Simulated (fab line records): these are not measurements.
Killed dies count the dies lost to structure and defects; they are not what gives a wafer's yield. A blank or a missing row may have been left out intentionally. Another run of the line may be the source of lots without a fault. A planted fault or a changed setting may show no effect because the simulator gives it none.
2 desks, one fault	flow gf180mcu	only its own numbers are on each desk; what lay behind them is given at the end

THE METROLOGY DESK
Means of the sampled wafers that have a number, per lot and without regard to the tool the lot ran on: this is what the gauges read. If a lot's mean is further than 4 standard deviations from the usual mean, the lot is out of limits and carries the mark OUT (the distance appears in the brackets).
Columns: A = V5_BOW at GF_V5_BOW_MEAS_05, usual 132 um; B = V5_OVL at GF_V5_OVL_MEAS_15, usual 2 nm
lot	first seen here	A	B
L648	day 26 15:31	133	1
L649	day 26 19:36	125	3
L650	day 27 08:13	115	0
L651	day 27 14:22	126	0
L653	day 28 10:40	128	3
L654	day 28 18:58	142	-2
L656	day 29 11:22	140	-2
L657	day 29 17:10	123	2
L661	day 30 16:25	114	0
L663	day 31 01:14	125	8
L666	day 31 18:46	126	4
L667	day 31 23:22	127	-5
L668	day 32 06:10	136	8
This desk's verdict: no lot among the 13 shows anything out of limits.

AT THE TOOL OWNER'S DESK: rie_diel-04
The tool's own readings at GF_M5_ETCH_09 (etches Si3N4 in CF4/O2, target depth 52 nm, time 11.6 s): means of the sampled wafers that have a number, for each lot that ran on this tool. If a lot's mean is further than 4 standard deviations from the usual mean, the lot is out of limits and carries the mark OUT (the distance appears in the brackets).
Columns: A = drypump_motor_current_A at GF_M5_ETCH_09, usual 5.5 A; B = oes_product_au at GF_M5_ETCH_09, usual 0.997 a.u.; C = throttle_valve_pct at GF_M5_ETCH_09, usual 5.969 %
lot	first seen here	A	B	C
L649	day 26 18:17	6.1	0.994	5.967
L654	day 28 17:43	5.7	1.000	5.968
L657	day 29 15:54	5.7	1.000	5.963
L661	day 30 15:01	6.0	1.000	5.972
L663	day 30 23:59	6.1	1.005	5.969
This desk's verdict: no lot among the 5 shows anything out of limits.

ALL TOGETHER
Nothing out of limits was seen by the metrology desk.
Nothing out of limits was seen by the tool owner's desk.

WHAT THE SIMULATOR PUT IN
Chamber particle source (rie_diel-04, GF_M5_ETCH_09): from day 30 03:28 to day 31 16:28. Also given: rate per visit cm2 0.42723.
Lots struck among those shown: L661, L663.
